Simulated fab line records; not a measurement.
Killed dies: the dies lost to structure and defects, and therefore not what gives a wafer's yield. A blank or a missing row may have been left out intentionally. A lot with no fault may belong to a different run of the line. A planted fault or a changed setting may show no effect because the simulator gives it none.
Which tool did it? ; flow sky130 ; 18 wafers from 6 lots sampled at 2 of the route's 708 steps

== WHAT THE GAUGES READ, wafer by wafer ==
SKY_VT_ADJUST_LVTN_TW_MEAS_21.
lot;measured;on;VT_ADJUST_LVTN_2_TW
L573;day 8 05:04;filmMetro-04;186.8 187.9 186.8
L575;day 8 18:23;filmMetro-01;187.2 186.8 186.1
L583;day 11 01:41;filmMetro-02;203.2 203.2 203.5 203.2 204.9 204.9
L589;day 12 16:11;filmMetro-02;186.5 185.1 185.0
L591;day 13 06:31;filmMetro-01;187.2 187.6 188.0
L594;day 14 09:41;filmMetro-02;186.3 186.9 186.2

== TOOL THAT RAN EACH LOT (tool first, then ch and the chambers of the sampled wafers, then the start) ==
lot;SKY_VT_ADJUST_LVTN_IMPLANT_19
L573;implanter-01 ch 0, day 8 04:49
L575;implanter-02 ch 0, day 8 18:08
L583;implanter-02 ch 0, day 11 01:26
L589;implanter-01 ch 0, day 12 15:56
L591;implanter-04 ch 0, day 13 06:16
L594;implanter-02 ch 0, day 14 09:26
- SKY_VT_ADJUST_LVTN_IMPLANT_19

== THE ANSWER, worked out from the rows above alone ==
Rule: what is usual is taken from the lots themselves. The widest of any qualifying gaps counts: lots, ordered by their means at a reading, are off when they make up no more than a third of the lots, leave a main group of 4 or more, and stand apart from it by 3 or more times the standard deviation of that group's means. The tables above print the reading to a certain number of digits; a main group whose means all agree to those digits is not used. A lot without any number at a reading at which 4 lots or more have one is off too. The other lots that the step has rows for count as sound.
Off: L583, seen at SKY_VT_ADJUST_LVTN_TW_MEAS_21 (VT_ADJUST_LVTN_2_TW). Mean 186.7 and standard deviation 0.7 in the main group.
If a tool, at a process step before that reading, ran all the lots that are off and no sound lot after the first of them, it fits. The gauges at SKY_VT_ADJUST_LVTN_TW_MEAS_21 are tried like those tools. Of those tried, none fits.

== WHAT THE SIMULATOR PUT IN ==
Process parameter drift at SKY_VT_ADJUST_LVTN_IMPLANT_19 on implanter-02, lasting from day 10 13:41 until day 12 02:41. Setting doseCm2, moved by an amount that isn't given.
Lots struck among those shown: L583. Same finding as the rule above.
